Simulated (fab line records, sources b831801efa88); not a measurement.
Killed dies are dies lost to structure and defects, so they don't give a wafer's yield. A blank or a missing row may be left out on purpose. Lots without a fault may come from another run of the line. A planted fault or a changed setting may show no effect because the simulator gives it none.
A struck lot beside a sound one | flow sky130 | 47 steps out of a route of 708
Sound: wafers L851.1, L851.2, L851.3. Struck: wafers L863.1, L863.2, L863.5. The cause comes at the end.
At each step with rows: each side's tool, then ch and its chambers, then its first start. Under that, the readings that differ: sound wafers | struck wafers | difference of the means | sigmas: that difference in standard deviations of wafers without a fault.
alike: readings whose means differ by less than 2 such deviations, and words and numbers that are the same on both sides. not compared: withheld readings, readings that some wafer has no value for, bounds like >300 that may hide the same value, and numbers for which the record gives no deviation and whose values overlap.
The two part at a step that has a row with sigmas, a row that says differs or no value, or rows on one side only. Numbers that don't overlap but have no deviation are shown without sigmas and don't part them. A reading that every wafer of one side lacks parts them only if that side has two wafers or more.

SKY_POLY_GATE_CD_MEAS_13: target cd 150 nm.
  sound on cd_sem-01, day 17 20:53; struck on cd_sem-01, day 22 07:53
  alike: cd_nm
SKY_POLY_GATE_OVL_MEAS_14:
  sound on overlay-01, day 17 21:00; struck on overlay-01, day 22 08:00
  alike: POLY_GATE_OVL
SKY_POLY_GATE_ETCH_15: etches BARC in N2/H2, stops on SiO2, time 118.5 s, target depth 110 nm.
  sound on rie_diel-01 ch 0,1,2, day 17 21:02; struck on rie_diel-01 ch 0,1,3, day 22 08:02
  alike: drypump_motor_current_A, oes_product_au, throttle_valve_pct
  not compared: rf_hours_counter_h
SKY_POLY_GATE_ETCH_16: etches Si3N4 in CH3F/O2, stops on poly-Si, time 147.5 s, target depth 75 nm.
  sound on rie_diel-01 ch 0,1,2, day 17 21:07; struck on rie_diel-01 ch 0,1,3, day 22 08:07
  alike: drypump_motor_current_A, oes_product_au, throttle_valve_pct
  not compared: rf_hours_counter_h
SKY_POLY_GATE_ETCH_17: etches poly-Si in HBr/Cl2, stops on SiO2, target depth 180 nm, time 70.5 s.
  sound on rie_si-01 ch 0,1,3, day 17 21:13; struck on rie_si-01 ch 1,2, day 22 08:13
  alike: drypump_motor_current_A, oes_product_au, throttle_valve_pct
  not compared: rf_hours_counter_h
SKY_POLY_GATE_STRIP_18: strips in O2/N2.
  sound on plasma_asher-04 ch 0,1, day 17 21:16; struck on plasma_asher-04 ch 0,1, day 22 08:16
  alike: drypump_motor_current_A, oes_product_au, strip_time_to_endpoint_s
  not compared: rf_hours_counter_h
then, 2 steps without rows for these wafers: SKY_POLY_GATE_CLEAN_19 (cleans in SC1/SC2, time 150 s); SKY_POLY_GATE_OXIDATION_20 (stabilise 600 s, purge 300 s, target thk 4 nm).
SKY_POLY_GATE_THK_MEAS_21:
  sound on film_metro-04, day 18 00:55; struck on film_metro-03, day 22 09:41
  reading                      | sound          | struck         | difference | sigmas
  POLY_GATE_OXIDATION_THK (nm) | 3.82 3.94 3.92 | 4.12 4.05 4.16 | +0.22      | +3
SKY_POLY_GATE_CD_MEAS_22:
  sound on cd_sem-01, day 18 01:01; struck on cd_sem-02, day 22 09:44
  alike: cd_nm
then, 2 steps without rows for these wafers: SKY_LDD_N_DEHYDRATE_00 (time 60 s); SKY_LDD_N_HMDS_01 (prime time 60 s).
SKY_LDD_N_COAT_02: resist thk 300 nm.
  sound on litho_track-01 ch 0, day 18 16:11; struck on litho_track-02, day 23 00:26
  no value came back on the struck wafers for chill_plate_temp_C (C), dispense_pressure_kPa (kPa); on the sound wafers chill_plate_temp_C (C) reads 23.15 23.06 23.12
then, 4 steps without rows for these wafers: SKY_LDD_N_SOFTBAKE_03 (time 60 s); SKY_LDD_N_EXPOSE_04 (exposes mask NTM, target cd 840 nm); SKY_LDD_N_PEB_05; SKY_LDD_N_DEVELOP_06 (develop time 60 s).
SKY_LDD_N_OVL_MEAS_07:
  sound on overlay-01, day 19 07:11; struck on overlay-01, day 23 15:38
  reading        | sound         | struck | difference                    | sigmas
  LDD_N_OVL (nm) | -1.0 0.7 -0.7 | - - -  | no value on the struck wafers |
then, 8 steps without rows for these wafers: SKY_LDD_N_IMPLANT_08; SKY_LDD_N_IMPLANT_09; SKY_LDD_N_IMPLANT_10; SKY_LDD_N_IMPLANT_11; SKY_LDD_N_IMPLANT_12; SKY_LDD_N_IMPLANT_13; SKY_LDD_N_IMPLANT_14; SKY_LDD_N_IMPLANT_15.
SKY_LDD_N_STRIP_16: strips in O2/N2.
  sound on plasma_asher-01 ch 0,1, day 19 08:25; struck on plasma_asher-03 ch 0,1, day 23 16:53
  no value came back on the struck wafers for oes_product_au (a.u.), strip_time_to_endpoint_s (s); on the sound wafers oes_product_au (a.u.) reads 0.413 0.402 0.405
  alike: drypump_motor_current_A
  not compared: rf_hours_counter_h
SKY_LDD_N_TW_MEAS_17:
  sound on film_metro-04, day 19 08:31; struck on film_metro-01, day 23 16:59
  alike: LDD_N_TW
then, 7 steps without rows for these wafers: SKY_LDD_P_DEHYDRATE_00 (time 60 s); SKY_LDD_P_HMDS_01 (prime time 60 s); SKY_LDD_P_COAT_02 (resist thk 1140 nm); SKY_LDD_P_SOFTBAKE_03 (time 60 s); SKY_LDD_P_EXPOSE_04 (exposes mask PSDM, target cd 380 nm); SKY_LDD_P_PEB_05; SKY_LDD_P_DEVELOP_06 (develop time 60 s).
SKY_LDD_P_CD_MEAS_07: target cd 380 nm.
  sound on cd_sem-01, day 20 14:53; struck on cd_sem-02, day 24 22:59
  reading    | sound             | struck            | difference | sigmas
  cd_nm (nm) | 376.8 377.3 377.9 | 383.9 383.3 381.8 | +5.7       | +2
SKY_LDD_P_OVL_MEAS_08:
  sound on overlay-02, day 20 15:01; struck on overlay-01, day 24 23:06
  alike: LDD_P_OVL
then, 2 steps without rows for these wafers: SKY_LDD_P_IMPLANT_09; SKY_LDD_P_STRIP_10 (strips in O2/N2).
SKY_LDD_P_TW_MEAS_11:
  sound on film_metro-03, day 20 15:18; struck on film_metro-01, day 24 23:23
  reading  | sound       | struck         | difference | sigmas
  LDD_P_TW | 636 639 636 | 2589 2580 2596 | +1951      | +99 or more
then, 2 steps without rows for these wafers: SKY_LDD_HVN_DEHYDRATE_00 (time 60 s); SKY_LDD_HVN_HMDS_01 (prime time 60 s).
SKY_LDD_HVN_TW_MEAS_10:
  sound on film_metro-02, day 21 21:59; struck on film_metro-02, day 26 04:19
  reading    | sound          | struck         | difference | sigmas
  LDD_HVN_TW | 1430 1434 1429 | 2688 2693 2687 | +1258      | +99 or more
SKY_LDD_HVP_TW_MEAS_10:
  sound on film_metro-01, day 23 04:55; struck on film_metro-01, day 27 10:04
  reading    | sound       | struck         | difference | sigmas
  LDD_HVP_TW | 459 458 456 | 2614 2624 2623 | +2163      | +99 or more
SKY_LDD_LDN_TW_MEAS_13:
  sound on film_metro-03, day 24 12:02; struck on film_metro-04, day 28 15:26
  reading    | sound          | struck         | difference | sigmas
  LDD_LDN_TW | 1485 1484 1484 | 2643 2637 2647 | +1158      | +99 or more
-- the record jumps here: 2 days lie between the struck wafers' starts before and after (it left off in module LDD_LDN and takes up again in module SD_P, whose first step shown is number 331 of the route) --
SKY_SD_P_TW_MEAS_11:
  sound on film_metro-04, day 27 00:47; struck on film_metro-03, day 31 00:53
  reading | sound          | struck         | difference | sigmas
  SD_P_TW | 2809 2812 2832 | 3019 3043 3028 | +212       | +12
SKY_RES_XHIGH_TW_MEAS_09:
  sound on film_metro-04, day 28 05:59; struck on film_metro-02, day 32 04:44
  reading      | sound          | struck         | difference | sigmas
  RES_XHIGH_TW | 1654 1644 1639 | 2650 2646 2664 | +1008      | +92

WHERE THEY PART
First at SKY_POLY_GATE_THK_MEAS_21; last, within this record, at SKY_RES_XHIGH_TW_MEAS_09.

WHY: what the simulator had put in
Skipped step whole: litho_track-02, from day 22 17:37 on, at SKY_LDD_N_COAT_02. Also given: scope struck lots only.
